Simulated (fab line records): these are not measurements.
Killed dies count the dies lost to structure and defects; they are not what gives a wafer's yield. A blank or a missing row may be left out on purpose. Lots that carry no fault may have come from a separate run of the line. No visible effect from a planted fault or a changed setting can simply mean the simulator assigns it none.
fab line records	flow sky130
record lots=11	wafers=33	last_day=50
route steps=708 shown LI_CONTACT@363 LOCAL_INTERCONNECT@400 VIA3@573 PAD_OPEN@708
lots with no fault: from the same line, run without faults
start_h: hours from the record's first day to the start of the lot's first wafer shown	wait_h: time in hours since the lot's previous step	" as in the row above	L1.1+2: a row that stands for several wafers	- no value, or no start given	* or withheld: withheld	< > ~ a bound
route shown NAME@n: a module of which the file shows steps, and the number in the route of the first	usual: average and standard deviation across the fault-free wafers	same: alike in all rows	chamber/n: place in a boat	sites: per-site readings	_std_site: their standard deviation	_edge_site: mean of outer sites minus mean of inner sites	radius_mm: how far each site lies from the wafer's centre	mask NAME#n: copy n	behind: tool/chamber where the wafer was last shaped	hold: why the lot went on hold/how many hours it stayed there/how the hold came to an end	device: transistor that didn't switch, given as n, p or np	end of line: the same wafers' tests at the end of the route	a step given without rows: its recipe and nothing more	killed: not the wafer's yield, but the dies lost to structure and defects at the first sort	map: shows each die of a wafer: x if killed, . if not, _ if none is there
set.NAME: the setting as run; set.NAME@STEP: as run at that earlier step	model.NAME: the simulator's own value behind a step, which no gauge read
the route's steps for a sample of lots (tables are steps, rows are wafers)
services: a tool's chamber out of use, with start hour (start_h, from the record's first day; less than 0 if before it), hours out, and reason
## steps
# step SKY_LI_CONTACT_THK_MEAS_01
# recipe reads=PSG_of_LI_CONTACT_HDPCVD_00
# usual LI_CONTACT_HDPCVD_THK=926/11
lot.wafer	tool	chamber	start_h	wait_h	LI_CONTACT_HDPCVD_THK[nm]
L468.2	film_metro-02	-	651.80	0.1	926
L468.5	"	-	"	"	933
L468.6	"	-	"	"	911
L469.4	film_metro-01	-	659.67	0.0	930
L469.5	"	-	"	"	945
L469.6	"	-	"	"	922
L470.2	film_metro-03	-	679.88	0.1	914
L470.3	"	-	"	"	912
L470.4	"	-	"	"	915
L474.2	film_metro-01	-	710.35	0.1	937
L474.3	"	-	"	"	920
L474.5	"	-	"	"	926
L475.1	film_metro-03	-	718.10	0.1	921
L475.3	"	-	"	"	926
L475.4	"	-	"	"	916
L476.1	film_metro-01	-	727.62	0.1	934
L476.5	"	-	"	"	927
L476.6	"	-	"	"	943
L477.1	film_metro-03	-	728.81	0.1	917
L477.2	"	-	"	"	905
L477.4	"	-	"	"	916
L479.1	film_metro-01	-	738.21	0.1	930
L479.3	"	-	"	"	913
L479.5	"	-	"	"	913
L481.1	film_metro-01	-	756.83	0.1	910
L481.4	"	-	"	"	914
L481.6	"	-	"	"	917
L482.2	film_metro-03	-	767.69	0.1	929
L482.3	"	-	"	"	930
L482.5	"	-	"	"	926
L489.1	film_metro-03	-	811.82	0.1	932
L489.3	"	-	"	"	927
L489.5	"	-	"	"	937
# step SKY_LI_CONTACT_SPUTTER_20
# recipe material=TiN	target_thk_nm=20	chamber_pressure_pa=5	power_w=4000	time_s=80
# usual throttle_valve_pct=30.0/1
lot.wafer	tool	chamber	start_h	wait_h	throttle_valve_pct
L468.2	pvd_sputter-04	-	680.54	0.0	30.5
L468.5	"	-	"	"	31.7
L468.6	"	-	"	"	30.6
L469.4	pvd_sputter-01	-	688.31	0.0	27.9
L469.5	"	-	"	"	28.9
L469.6	"	-	"	"	28.8
L470.2	pvd_sputter-04	-	707.51	0.0	30.3
L470.3	"	-	"	"	30.1
L470.4	"	-	"	"	31.8
L474.2	pvd_sputter-01	-	738.86	0.0	28.5
L474.3	"	-	"	"	29.2
L474.5	"	-	"	"	28.0
L475.1	pvd_sputter-02	-	747.16	0.0	31.0
L475.3	"	-	"	"	29.0
L475.4	"	-	"	"	30.7
L476.1	pvd_sputter-01	-	756.38	0.0	28.1
L476.5	"	-	"	"	28.8
L476.6	"	-	"	"	28.9
L477.1	pvd_sputter-04	-	757.62	0.0	30.2
L477.2	"	-	"	"	31.1
L477.4	"	-	"	"	30.2
L479.1	pvd_sputter-04	-	766.33	0.0	30.0
L479.3	"	-	"	"	31.2
L479.5	"	-	"	"	30.9
L481.1	pvd_sputter-01	-	784.79	0.0	29.3
L481.4	"	-	"	"	28.1
L481.6	"	-	"	"	28.5
L482.2	pvd_sputter-02	-	795.48	0.0	30.4
L482.3	"	-	"	"	29.2
L482.5	"	-	"	"	30.2
L489.1	pvd_sputter-02	-	838.97	0.0	28.9
L489.3	"	-	"	"	30.8
L489.5	"	-	"	"	29.3
# step SKY_LOCAL_INTERCONNECT_ETCH_13
# recipe chemistry=N2/H2	target=BARC	ion_energy_ev=200	bias_w=100	pressure_mtorr=30	n2_flow_sccm=100	h2_flow_sccm=200	icp_w=500	stop_on=SiO2	time_s=45.9	target_depth_a=600
# usual chamber_pressure_mTorr=30.001/0.026	drypump_motor_current_A=5.4/0.38	oes_product_au=0.846/0.0047	throttle_valve_pct=13.224/0.01
lot.wafer	tool	chamber	start_h	wait_h	chamber_pressure_mTorr	drypump_motor_current_A	oes_product_au	rf_hours_counter_h	throttle_valve_pct
L468.2	rie_metal-01	0	708.17	0.0	29.985	5.4	0.847	9	13.225
L468.5	"	0	"	"	30.024	5.4	0.844	-	13.218
L468.6	"	1	"	"	30.032	5.6	0.850	-	13.225
L469.4	rie_metal-03	1	717.72	0.0	30.027	5.9	0.845	-	13.215
L469.5	"	0	"	"	30.019	5.3	0.848	-	13.211
L469.6	"	1	"	"	29.991	5.9	0.848	-	13.235
L470.2	rie_metal-02	1	736.89	0.0	30.019	4.8	0.853	3	13.216
L470.3	"	1	"	"	29.994	4.8	0.844	-	13.225
L470.4	"	0	"	"	30.050	5.2	0.855	-	13.214
L474.2	rie_metal-03	1	766.49	0.0	30.021	5.9	0.838	-	13.218
L474.3	"	1	"	"	30.045	5.9	0.845	-	13.223
L474.5	"	1	"	"	29.990	5.9	0.845	-	13.232
L475.1	rie_metal-02	1	774.76	0.0	29.975	4.8	0.850	4	13.241
L475.3	"	1	"	"	30.009	4.8	0.844	-	13.220
L475.4	"	0	"	"	29.983	5.2	0.846	-	13.217
L476.1	rie_metal-01	0	784.56	0.0	30.007	5.4	0.846	11	13.225
L476.5	"	1	"	"	30.033	5.6	0.846	-	13.229
L476.6	"	0	"	"	30.009	5.4	0.842	-	13.217
L477.1	rie_metal-02	0	784.92	0.0	30.021	5.2	0.846	17	13.224
L477.2	"	1	"	"	30.019	4.8	0.849	5	13.232
L477.4	"	0	"	"	29.990	5.2	0.842	-	13.226
L479.1	rie_metal-03	1	793.42	0.0	29.970	5.9	0.841	9	13.217
L479.3	"	1	"	"	30.007	5.9	0.848	-	13.211
L479.5	"	1	"	"	30.037	5.9	0.853	-	13.225
L481.1	rie_metal-01	0	811.57	0.0	30.015	5.4	0.836	12	13.196
L481.4	"	0	"	"	29.980	5.4	0.844	-	13.222
L481.6	"	0	"	"	30.031	5.4	0.843	-	13.209
L482.2	rie_metal-03	0	822.64	0.0	30.038	5.3	0.849	2	13.225
L482.3	"	0	"	"	30.000	5.4	0.840	-	13.223
L482.5	"	0	"	"	30.007	5.3	0.841	-	13.221
L489.1	rie_metal-03	0	865.92	0.0	30.035	5.3	0.849	3	13.225
L489.3	"	1	"	"	29.961	5.9	0.848	-	13.229
L489.5	"	0	"	"	29.956	5.3	0.837	-	13.217
# step SKY_VIA3_HDPCVD_00
# recipe material=SiO2	target_thk_nm=1635	sigma_open_frac=0.3	time_s=268.6	temp_c=400	sih4_flow_sccm=60	pressure_mtorr=6
# usual sih4_flow_sccm=60.01/0.17
lot.wafer	tool	chamber	start_h	wait_h	sih4_flow_sccm
L468.2	hdpcvd-01	1	905.83	0.0	60.06
L468.5	"	0	"	"	60.13
L468.6	"	2	"	"	59.89
L469.4	hdpcvd-02	1	912.81	0.1	60.58
L469.5	"	2	"	"	59.80
L469.6	"	0	"	"	60.25
L470.2	hdpcvd-02	0	932.09	0.0	59.82
L470.3	"	2	"	"	59.94
L470.4	"	1	"	"	60.21
L474.2	hdpcvd-01	2	958.95	0.0	60.39
L474.3	"	0	"	"	60.12
L474.5	"	2	"	"	59.91
L475.1	hdpcvd-01	0	966.10	0.0	60.00
L475.3	"	1	"	"	60.13
L475.4	"	0	"	"	59.87
L476.1	hdpcvd-01	2	975.55	0.0	59.82
L476.5	"	0	"	"	59.92
L476.6	"	2	"	"	59.93
L477.1	hdpcvd-02	1	975.71	0.0	59.90
L477.2	"	2	"	"	60.01
L477.4	"	2	"	"	60.03
L479.1	hdpcvd-02	1	980.84	0.0	59.94
L479.3	"	2	"	"	60.28
L479.5	"	1	"	"	59.83
L481.1	hdpcvd-01	2	998.88	0.0	60.02
L481.4	"	2	"	"	60.01
L481.6	"	1	"	"	47.96
L482.2	hdpcvd-01	0	1008.74	0.0	60.08
L482.3	"	1	"	"	48.06
L482.5	"	0	"	"	59.83
L489.1	hdpcvd-02	1	1047.77	0.0	59.91
L489.3	"	2	"	"	60.26
L489.5	"	2	"	"	60.17
# step SKY_VIA3_THK_MEAS_01
# recipe reads=SiO2_of_VIA3_HDPCVD_00
# usual VIA3_HDPCVD_THK=1616/18
lot.wafer	tool	chamber	start_h	wait_h	VIA3_HDPCVD_THK[nm]
L468.2	film_metro-02	-	906.01	0.1	1627
L468.5	"	-	"	"	1647
L468.6	"	-	"	"	1615
L469.4	film_metro-02	-	912.92	0.0	1636
L469.5	"	-	"	"	1651
L469.6	"	-	"	"	1626
L470.2	film_metro-02	-	932.27	0.1	1613
L470.3	"	-	"	"	1617
L470.4	"	-	"	"	1635
L474.2	film_metro-01	-	959.13	0.1	1603
L474.3	"	-	"	"	1640
L474.5	"	-	"	"	1610
L475.1	film_metro-03	-	966.27	0.1	1597
L475.3	"	-	"	"	1607
L475.4	"	-	"	"	1616
L476.1	film_metro-01	-	975.72	0.1	1588
L476.5	"	-	"	"	1628
L476.6	"	-	"	"	1586
L477.1	film_metro-01	-	975.88	0.1	1637
L477.2	"	-	"	"	1582
L477.4	"	-	"	"	1597
L479.1	film_metro-03	-	981.01	0.1	1612
L479.3	"	-	"	"	1592
L479.5	"	-	"	"	1611
L481.1	film_metro-02	-	999.05	0.1	1598
L481.4	"	-	"	"	1608
L481.6	"	-	"	"	1303
L482.2	film_metro-01	-	1008.92	0.1	1603
L482.3	"	-	"	"	1281
L482.5	"	-	"	"	1605
L489.1	film_metro-02	-	1047.94	0.1	1663
L489.3	"	-	"	"	1622
L489.5	"	-	"	"	1615
# step SKY_PAD_OPEN_PROBE_99
# usual defect_limited_yield=82.5/1.9	killed_at_M0_to_M3=43/7.2	killed_at_M4_up=3.3/2	killed_at_contacts=25/5.8	killed_at_front_end=15/4.5	killed_at_other=0.3/0.62	killed_dies=86/9.4	killed_on_rim=17/3.7	killed_open=47/7.1	killed_short=39/6	sort_bin_3_pad_short=0.9/0.4	sort_bin_5_function=10.4/1.4	sort_bin_6_memory=6.2/1.1	sort_bin_8_speed=0.7/1.4	sort_n_pass=402/11	sort_yield_pct=81.7/2.2
# same gross_dies=492	killed_at_back_side=0	sort_bin_4_leakage[%]=0
lot.wafer	tool	chamber	start_h	wait_h	defect_limited_yield[%]	killed_at_M0_to_M3	killed_at_M4_up	killed_at_contacts	killed_at_front_end	killed_at_other	killed_dies	killed_on_rim	killed_open	killed_short	sort_bin_3_pad_short[%]	sort_bin_5_function[%]	sort_bin_6_memory[%]	sort_bin_8_speed[%]	sort_n_pass	sort_yield_pct[%]
L481.1	prober-01	-	1155.57	0.1	82.7	40	3	31	11	0	85	23	54	31	0.6	10.4	6.3	0.6	404	82.1
L481.4	prober-01	-	1155.72	0.2	82.1	51	6	22	9	0	88	20	39	49	1.8	11.2	4.9	0.2	403	81.9
L481.6	prober-01	-	1155.82	0.2	82.5	41	6	25	14	0	86	13	46	39	1.2	10.0	6.3	0.2	405	82.3
# killed by level:class
L481.1 LI_CONTACT:geometric_particle:open=13 VIA1:geometric_particle:open=12 CONTACT:geometric_particle:open=9 METAL1:geometric_particle:short=5 VIA3:geometric_particle:open=4 VIA1:geometric_particle:short=4 VIA2:geometric_particle:open=4 FIELD_ISO:geometric_particle:open=3
L481.4 VIA1:geometric_particle:open=18 METAL1:geometric_particle:short=8 CONTACT:geometric_particle:open=6 LI_CONTACT:geometric_particle:short=5 CONTACT:geometric_particle:short=5 VIA1:geometric_particle:short=5 METAL2:geometric_particle:short=5 LI_CONTACT:geometric_particle:open=4
L481.6 VIA1:geometric_particle:open=15 CONTACT:geometric_particle:open=11 METAL1:geometric_particle:short=7 CONTACT:geometric_particle:short=6 POLY_GATE:geometric_particle:open=5 VIA1:geometric_particle:short=4 VIA2:geometric_particle:short=4 METAL4:geometric_particle:short=4
## services
tool	chamber	start_h	hours	kind
rie_metal-03	1	657.47	7.0	repair
pvd_sputter-01	-	670.20	8.4	repair
hdpcvd-02	-	675.18	5.5	pm
pvd_sputter-04	-	690.77	1.3	repair
pvd_sputter-02	-	708.46	0.9	repair
pvd_sputter-01	-	736.71	1.8	repair
hdpcvd-02	-	742.98	1.7	repair
hdpcvd-02	-	754.72	2.8	pm
pvd_sputter-02	-	781.04	8.3	repair
rie_metal-03	0	791.79	11.3	repair
rie_metal-03	-	803.15	0.6	repair
hdpcvd-01	-	816.00	2.8	pm
pvd_sputter-02	-	848.31	1.7	repair
hdpcvd-02	2	871.08	3.3	repair
pvd_sputter-01	-	897.79	44.3	repair
rie_metal-01	-	907.06	2.8	pm
rie_metal-03	0	921.33	12.8	repair
rie_metal-02	1	921.34	1.1	repair
hdpcvd-02	-	950.33	15.0	pm
rie_metal-03	0	955.49	9.2	repair
pvd_sputter-02	-	983.16	3.7	repair
pvd_sputter-01	-	1013.82	4.4	repair
pvd_sputter-04	-	1014.18	4.9	repair
pvd_sputter-04	-	1030.42	1.5	repair
## key
first_sign step=SKY_VIA3_HDPCVD_00	reading=sih4_flow_sccm	direction=down	sigmas=72	usual=60.01	struck=48.01
effect step=SKY_VIA3_THK_MEAS_01	reading=VIA3_HDPCVD_THK	direction=down	sigmas=18	usual=1616	struck=1292
met_at SKY_VIA3_HDPCVD_00
struck_lots L481,L482
struck_wafers L481.6,L482.3
not_acting_at SKY_LI_CONTACT_THK_MEAS_01,SKY_LI_CONTACT_SPUTTER_20,SKY_LOCAL_INTERCONNECT_ETCH_13
onset_between 966.10 998.88
fault kind=process_parameter_drift	tool=hdpcvd-01	chamber=1	onset_h=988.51	steps=SKY_VIA3_HDPCVD_00	channel=sih4_flow_sccm	offset=-12	shape=step	end_h=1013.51	acts_in=these_recipes_only	stated=60
